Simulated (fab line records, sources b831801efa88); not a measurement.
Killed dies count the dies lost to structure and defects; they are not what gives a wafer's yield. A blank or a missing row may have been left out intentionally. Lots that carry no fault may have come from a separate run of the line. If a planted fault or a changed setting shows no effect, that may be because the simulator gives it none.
What tool caused it? / flow gf180mcu / 14 lots with 42 wafers sampled at 2 steps, on a route of 602 steps

## WHAT EACH GAUGE READ, for each wafer
GF_V5_BOW_MEAS_05.
lot=L455; measured=day 26 01:55; on=film metro-04; V5_BOW (um)=139 125 134
lot=L458; measured=day 27 08:04; on=film metro-02; V5_BOW (um)=144 157 152
lot=L460; measured=day 28 01:44; on=film metro-02; V5_BOW (um)=121 114 125
lot=L461; measured=day 28 06:05; on=film metro-03; V5_BOW (um)=147 135 142
lot=L463; measured=day 28 22:03; on=film metro-02; V5_BOW (um)=130 133 122
lot=L464; measured=day 28 21:51; on=film metro-02; V5_BOW (um)=143 142 136
lot=L465; measured=day 29 07:44; on=film metro-04; V5_BOW (um)=129 132 119
lot=L466; measured=day 29 16:12; on=film metro-04; V5_BOW (um)=147 125 129
lot=L467; measured=day 29 20:20; on=film metro-02; V5_BOW (um)=130 128 113
lot=L468; measured=day 30 11:14; on=film metro-03; V5_BOW (um)=134 123 121
lot=L469; measured=day 30 13:35; on=film metro-02; V5_BOW (um)=150 136 142
lot=L475; measured=day 32 02:58; on=film metro-03; V5_BOW (um)=122 131 133
lot=L477; measured=day 32 18:14; on=film metro-03; V5_BOW (um)=122 134 127
lot=L478; measured=day 33 03:03; on=film metro-03; V5_BOW (um)=142 135 139

## WHAT TOOL EACH LOT RAN ON (gives the tool, then ch and the chambers of the sampled wafers, and finally the start)
lot=L455; GF_V4_CMP_26=cmp-02 ch 1,2,3, day 24 04:15
lot=L458; GF_V4_CMP_26=cmp-01 ch 1,2,3, day 25 09:34
lot=L460; GF_V4_CMP_26=cmp-01 ch 0,1,2, day 26 08:17
lot=L461; GF_V4_CMP_26=cmp-02 ch 1,2,3, day 26 12:55
lot=L463; GF_V4_CMP_26=cmp-02 ch 0,1,2, day 27 03:31
lot=L464; GF_V4_CMP_26=cmp-02 ch 0,1,3, day 27 04:04
lot=L465; GF_V4_CMP_26=cmp-02 ch 0,1,3, day 27 15:04
lot=L466; GF_V4_CMP_26=cmp-02 ch 1,3, day 27 23:58
lot=L467; GF_V4_CMP_26=cmp-01 ch 0,1,2, day 28 04:30
lot=L468; GF_V4_CMP_26=cmp-01 ch 0,1, day 28 20:19
lot=L469; GF_V4_CMP_26=cmp-01 ch 0,1, day 28 23:07
lot=L475; GF_V4_CMP_26=cmp-01 ch 0,2,3, day 30 13:22
lot=L477; GF_V4_CMP_26=cmp-02 ch 1,2,3, day 31 06:46
lot=L478; GF_V4_CMP_26=cmp-01 ch 0,1,2, day 31 15:49
- GF_V4_CMP_26: polishes, stops on SiO2, t overpolish 15 s, target thk 0 nm.

## WHAT THE TOOLS THEMSELVES READ (means of the sampled wafers that have a number; where no wafer has one, the mark that the record gives instead)
GF_V4_CMP_26.
lot=L455; tool=cmp-02; motor current A (A)=11.2; overpolish run s (s)=14.994; retaining ring pressure frac=1.002; time to endpoint s (s)=84.0
lot=L458; tool=cmp-01; motor current A (A)=10.4; overpolish run s (s)=15.002; retaining ring pressure frac=0.998; time to endpoint s (s)=82.1
lot=L460; tool=cmp-01; motor current A (A)=10.8; overpolish run s (s)=15.000; retaining ring pressure frac=0.999; time to endpoint s (s)=86.0
lot=L461; tool=cmp-02; motor current A (A)=11.1; overpolish run s (s)=15.002; retaining ring pressure frac=1.002; time to endpoint s (s)=86.6
lot=L463; tool=cmp-02; motor current A (A)=11.7; overpolish run s (s)=14.996; retaining ring pressure frac=0.998; time to endpoint s (s)=80.7
lot=L464; tool=cmp-02; motor current A (A)=11.2; overpolish run s (s)=14.999; retaining ring pressure frac=0.997; time to endpoint s (s)=84.7
lot=L465; tool=cmp-02; motor current A (A)=11.2; overpolish run s (s)=15.004; retaining ring pressure frac=1.003; time to endpoint s (s)=83.2
lot=L466; tool=cmp-02; motor current A (A)=11.8; overpolish run s (s)=15.006; retaining ring pressure frac=1.002; time to endpoint s (s)=86.4
lot=L467; tool=cmp-01; motor current A (A)=11.5; overpolish run s (s)=15.009; retaining ring pressure frac=1.001; time to endpoint s (s)=89.5
lot=L468; tool=cmp-01; motor current A (A)=10.5; overpolish run s (s)=14.996; retaining ring pressure frac=1.008; time to endpoint s (s)=89.2
lot=L469; tool=cmp-01; motor current A (A)=10.4; overpolish run s (s)=15.000; retaining ring pressure frac=1.001; time to endpoint s (s)=88.7
lot=L475; tool=cmp-01; motor current A (A)=10.8; overpolish run s (s)=15.003; retaining ring pressure frac=0.996; time to endpoint s (s)=85.5
lot=L477; tool=cmp-02; motor current A (A)=11.2; overpolish run s (s)=14.994; retaining ring pressure frac=1.001; time to endpoint s (s)=83.5
lot=L478; tool=cmp-01; motor current A (A)=11.1; overpolish run s (s)=14.997; retaining ring pressure frac=1.004; time to endpoint s (s)=83.2

## THE ANSWER, worked out from the rows above alone
Rule: what is usual is taken from the lots themselves. The widest of any qualifying gaps counts: lots, ordered by their means at a reading, are off when they make up no more than a third of the lots, leave a main group of 4 or more, and stand apart from it by 3 or more times the standard deviation of that group's means. The tables above print the reading to a certain number of digits; a main group whose means all agree to those digits is not used. Also off: a lot with no number at a reading for which 4 or more lots have one. All remaining lots with rows at the step are treated as sound. The gauges are gone through in route order, then the tools' own readings, and for those a lot's mean is taken as printed above. At the first step where some lot is off, the reading lying furthest off is the one used; lots without a number count as furthest.
No lot is off on any of the readings shown, so nothing can be concluded from this.

## WHAT THE SIMULATOR HAD INSERTED
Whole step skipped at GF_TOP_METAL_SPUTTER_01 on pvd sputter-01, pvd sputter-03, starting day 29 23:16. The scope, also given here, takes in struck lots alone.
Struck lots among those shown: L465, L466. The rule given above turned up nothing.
